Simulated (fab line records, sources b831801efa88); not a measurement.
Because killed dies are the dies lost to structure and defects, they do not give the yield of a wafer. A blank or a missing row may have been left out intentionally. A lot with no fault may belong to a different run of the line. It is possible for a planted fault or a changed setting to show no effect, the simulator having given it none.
8D (eight disciplines) problem report, filled in by code || flow gf180mcu || the parts of the form that need people (team, actions taken, sign-off) are left out

1. WHAT IS WRONG
strip time to endpoint s at GF_SAB_STRIP_13 reads a mean of 12.80 s on 2 wafers of 2 lots; wafers without a fault read 12.59 s with a standard deviation of 0.031. That puts it +6.9 standard deviations away from the usual mean.
The step: strips in O2/N2.
First seen on wafer L320.5, day 21 09:50, on plasma asher-01. Wafers with a number at this step in the record: 40, from 14 lots. By rule, "out" or "out of limits" means more than 4 standard deviations away from the usual mean. The rest of the wafers with a number are treated as sound.

2. WHAT IT IS, WHAT IT ISN'T
{"question": "which readings at this step", "is": "strip time to endpoint s", "is not": "drypump motor current A, heater power w, oes product au"}
{"question": "which lots", "is": "L320, L321", "is not": "L304, L305, L306, L307, L308, L310, L311, L313, L324, L325, L326, L327"}
{"question": "which wafers of those lots", "is": "L320.5, L321.4", "is not": "L320.6, L321.3"}
{"question": "read on which tools", "is": "plasma asher-01, plasma asher-04", "is not": "plasma asher-03"}
{"question": "when", "is": "from day 21 09:50", "is not": "up to then (25 sound wafers); but 13 sound wafers of L321, L324, L325, L326, L327 came after"}

3. SUSPECTS, AND WHAT RULES EACH OUT
Counting: any tool at a process step up to the reading remains a suspect provided it ran every lot that is out. Sound lots after the first of them don't rule it out here, since some wafers of a struck lot are sound.
- rtp anneal-01 at GF_HV_LDD_RTA_52 (time 10 s): kept. Ran every lot that is out, first one L320 (day 18 06:47); last sound lot up to then L310 (day 14 01:19).
- litho track-03 at GF_SAB_COAT_04 (resist thk 1000 nm): kept. Ran every lot that is out, first one L320 (day 20 20:55); last sound lot up to then L310 (day 16 08:38).
The count leaves litho track-03 at GF_SAB_COAT_04 and rtp anneal-01 at GF_HV_LDD_RTA_52.

4. THE CAUSE (what the simulator had put in)
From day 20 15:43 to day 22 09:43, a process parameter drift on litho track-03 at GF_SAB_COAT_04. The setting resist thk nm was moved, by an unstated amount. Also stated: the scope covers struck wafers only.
After counting, 2 suspects remain, this tool included.

5. THE CHAIN OF EFFECTS, in route order
Each row: a reading where the mean over the struck wafers with a number is more than 3 standard deviations away from the usual. Scope: only readings with a usual standard deviation given in the record; hours: median across lots of the time from each lot's start at the first step in this table that gives one to its start at this step; sigmas: change in usual standard deviations.
{"hours": 0, "step": "GF_SAB_STRIP_13", "reading": "strip time to endpoint s", "usual": "12.59 s", "on struck wafers": 12.80, "change": "+0.21", "sigmas": "+6.9"}
It contains these process steps:
- GF_SAB_STRIP_13: strips in O2/N2.

6. WHAT WOULD HAVE CAUGHT IT SOONER
18 hours passed between the start of the fault at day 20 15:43 and the first reading out of limits in this record, taken at day 21 09:50.
An alarm limit of 4 standard deviations would not have fired on the tool readings at GF_SAB_COAT_04 for which the record gives a usual standard deviation, since none of them was out on any struck wafer.
L321, from the lots that are out (2), started GF_SAB_COAT_04 on litho track-03 later than day 21 09:50. Putting the tool on hold at that point would have spared it.
